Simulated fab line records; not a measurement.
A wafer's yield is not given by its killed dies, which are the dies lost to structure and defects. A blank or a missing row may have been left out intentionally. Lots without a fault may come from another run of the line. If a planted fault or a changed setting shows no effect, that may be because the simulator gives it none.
Which of the tools did it? :: flow gf180mcu :: Sampling: 15 lots, 45 wafers, 2 of 602 route steps

== WHAT EACH GAUGE READ, for each wafer ==
GF_STI_BOW_MEAS_00.
lot: L327
measured: day 1 10:00
on: filmMetro-03
INCOMING_BOW (um): -6 3 -8

lot: L329
measured: day 1 20:00
on: filmMetro-03
INCOMING_BOW (um): -8 -6 -7

lot: L330
measured: day 2 01:04
on: filmMetro-02
INCOMING_BOW (um): -3 -14 -1

lot: L331
measured: day 2 06:01
on: filmMetro-02
INCOMING_BOW (um): 3 -9 4

lot: L332
measured: day 2 11:02
on: filmMetro-03
INCOMING_BOW (um): 1 -5 -2

lot: L333
measured: day 2 16:01
on: filmMetro-01
INCOMING_BOW (um): -1 -8 -4

lot: L334
measured: day 2 21:00
on: filmMetro-02
INCOMING_BOW (um): -10 0 -10

lot: L335
measured: day 3 02:02
on: filmMetro-02
INCOMING_BOW (um): -3 -6 1

lot: L343
measured: day 4 18:00
on: filmMetro-01
INCOMING_BOW (um): 7 -8 9

lot: L344
measured: day 4 23:01
on: filmMetro-02
INCOMING_BOW (um): -5 -12 -5

lot: L346
measured: day 5 09:00
on: filmMetro-03
INCOMING_BOW (um): 7 -10 0

lot: L347
measured: day 5 14:00
on: filmMetro-03
INCOMING_BOW (um): -10 -8 6

lot: L348
measured: day 5 19:04
on: filmMetro-01
INCOMING_BOW (um): 5 7 -9

lot: L349
measured: day 6 00:01
on: filmMetro-01
INCOMING_BOW (um): -2 2 11

lot: L350
measured: day 6 05:00
on: filmMetro-03
INCOMING_BOW (um): 2 1 -3

GF_STI_CD_MEAS_12 targets a cd of 220 nm.
lot: L327
measured: day 2 02:26
on: cdSem-01
cdNm (nm): 221.3 219.6 220.8

lot: L329
measured: day 2 15:34
on: cdSem-01
cdNm (nm): 219.4 218.9 220.8

lot: L330
measured: day 2 22:22
on: cdSem-02
cdNm (nm): 217.8 219.0 219.9

lot: L331
measured: day 2 22:19
on: cdSem-01
cdNm (nm): 219.6 219.3 220.2

lot: L332
measured: day 3 03:59
on: cdSem-01
cdNm (nm): 219.5 218.4 218.9

lot: L333
measured: day 3 07:47
on: cdSem-02
cdNm (nm): 219.7 218.8 219.5

lot: L334
measured: day 3 14:28
on: cdSem-02
cdNm (nm): 220.9 221.1 220.6

lot: L335
measured: day 3 18:08
on: cdSem-02
cdNm (nm): 221.1 219.8 219.8

lot: L343
measured: day 5 12:34
on: cdSem-02
cdNm (nm): 218.8 218.4 217.8

lot: L344
measured: day 5 17:26
on: cdSem-01
cdNm (nm): 223.6 223.3 222.2

lot: L346
measured: day 6 05:13
on: cdSem-02
cdNm (nm): 220.1 220.6 221.3

lot: L347
measured: day 6 08:13
on: cdSem-01
cdNm (nm): 218.4 219.0 219.0

lot: L348
measured: day 6 13:07
on: cdSem-02
cdNm (nm): 222.6 221.7 222.3

lot: L349
measured: day 6 18:41
on: cdSem-02
cdNm (nm): 220.0 218.6 220.3

lot: L350
measured: day 7 00:23
on: cdSem-01
cdNm (nm): 218.1 219.0 220.8

== WHAT TOOL EACH LOT RAN ON (gives the tool, then ch and the chambers of the sampled wafers, and finally the start) ==
Record: no process step prior to these readings.

== WHAT THE TOOLS THEMSELVES READ (means of the sampled wafers that have a number; where no wafer has one, the mark that the record gives instead) ==
The record holds no such reading with a usual standard deviation.

== THE ANSWER, worked out from the rows above alone ==
Rule: usual is defined by the lots themselves. The widest of any qualifying gaps counts: lots, ordered by their means at a reading, are off when they make up no more than a third of the lots, leave a main group of 4 or more, and stand apart from it by 3 or more times the standard deviation of that group's means. If all means in a main group match to the digits the tables above print for the reading, that group is not used. A lot without any number at a reading at which 4 lots or more have one is off too. The other lots that the step has rows for count as sound. Order of review: gauges by route order, followed by the tools' own readings, for which a lot's mean as printed above is used. The first step at which some lot is off is used, and at that step the reading that is off furthest; a lot without a number counts as furthest.
Across all readings shown, no lot is off: no conclusion can be drawn from this.

== WHAT WAS PUT IN BY THE SIMULATOR ==
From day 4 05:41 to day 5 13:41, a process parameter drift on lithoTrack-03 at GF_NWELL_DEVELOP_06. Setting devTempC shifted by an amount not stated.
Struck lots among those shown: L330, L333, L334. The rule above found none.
